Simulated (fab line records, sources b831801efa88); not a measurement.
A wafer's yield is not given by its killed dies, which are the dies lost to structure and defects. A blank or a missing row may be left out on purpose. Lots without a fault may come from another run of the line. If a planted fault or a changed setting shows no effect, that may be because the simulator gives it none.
Struck lot and sound lot, side by side || flow gf180mcu || 14 out of 602 route steps
Sound: the wafers L605.1, L605.3, L605.6. The struck wafers were L614.2, L614.5, L614.6. The cause is given at the end.
For every step that has rows: the tool of each side, followed by ch and its chambers, followed by its first start. Under that, the readings that differ: sound wafers || struck wafers || difference of the means || sigmas: that difference in standard deviations of wafers without a fault.
alike: same words and numbers on both sides, and readings whose means sit less than 2 such deviations apart. not compared: any withheld reading, any reading some wafer has no value for, any bound like >300 that may hide the same value, and any number with overlapping values for which the record gives no deviation.
The two part at a step that has a row with sigmas, a row that says differs or no value, or rows on one side only. Non-overlapping numbers with no deviation appear without sigmas and do not part them. Lack of a reading on every wafer of one side parts them only where that side has two or more wafers.

GF_V2_STRIP_18: strips in O2/N2.
  sound on plasma-asher-04 ch 0,1, day 21 03:03; struck on plasma-asher-03 ch 0,1, day 24 18:58
  alike: chamber-pressure-mTorr, drypump-motor-current-A, heater-power-w, oes-product-au
  not compared: rf-hours-counter-h
then, 3 steps without rows for these wafers: GF_V2_STRIP_19 (strips in post etch residue remover, time 1200 s); GF_V2_CLEAN_20 (cleans in DIW); GF_V2_SPUTTER_21 (material Ti, target thk 15 nm, time 80.02 s).
GF_V2_SPUTTER_22: material TiN, target thk 10 nm, time 40 s.
  sound on pvd-sputter-01, day 21 04:00; struck on pvd-sputter-02, day 24 19:34
  alike: cathode-dc-power-W, chamber-pressure-pa, throttle-valve-pct
then, 1 step without rows for these wafers: GF_V2_CVD_23 (deposits W, target thk 350 nm, time 104.94 s).
GF_V2_RS_MEAS_24: measures by four-point-probe.
  sound on film-metro-03, day 21 04:09; struck on film-metro-03, day 24 19:44
  alike: V2_W_RS
GF_V2_THK_MEAS_25: measures by xrf.
  sound on film-metro-03, day 21 04:16; struck on film-metro-03, day 24 19:51
  alike: V2_W_THK
then, 1 step without rows for these wafers: GF_V2_CMP_26 (polishes, stops on SiO2, t overpolish 15 s, target thk 0 nm).
GF_M3_SPUTTER_00: material Ti, target thk 37.5 nm, time 150 s.
  sound on pvd-sputter-03, day 21 04:38; struck on pvd-sputter-03, day 24 20:12
  alike: cathode-dc-power-W, chamber-pressure-pa, throttle-valve-pct
GF_M3_SPUTTER_01: material TiN, target thk 30 nm, time 25 s.
  sound on pvd-sputter-03, day 21 04:44; struck on pvd-sputter-03, day 24 20:18
  alike: cathode-dc-power-W, chamber-pressure-pa, throttle-valve-pct
then, 1 step without rows for these wafers: GF_M3_SPUTTER_02 (material AlCu, target thk 450 nm, time 23.9 s).
GF_M3_SPUTTER_03: material Ti, target thk 10 nm, time 6.7 s.
  sound on pvd-sputter-03, day 21 04:47; struck on pvd-sputter-03, day 24 20:22
  no value came back on the struck wafers for cathode-dc-power-W (W), chamber-pressure-pa (Pa), throttle-valve-pct (%); on the sound wafers cathode-dc-power-W (W) reads 2998.7 3000.2 3000.5
GF_M3_SPUTTER_04: material TiN, target thk 50 nm, time 41.7 s.
  sound on pvd-sputter-03, day 21 04:49; struck on pvd-sputter-03, day 24 20:23
  alike: cathode-dc-power-W, chamber-pressure-pa, throttle-valve-pct

WHERE THEY PART
Within this record, at GF_M3_SPUTTER_03 only. Later steps at which nothing parts them and some readings are alike: GF_M3_SPUTTER_04.

WHY: the cause the simulator had injected
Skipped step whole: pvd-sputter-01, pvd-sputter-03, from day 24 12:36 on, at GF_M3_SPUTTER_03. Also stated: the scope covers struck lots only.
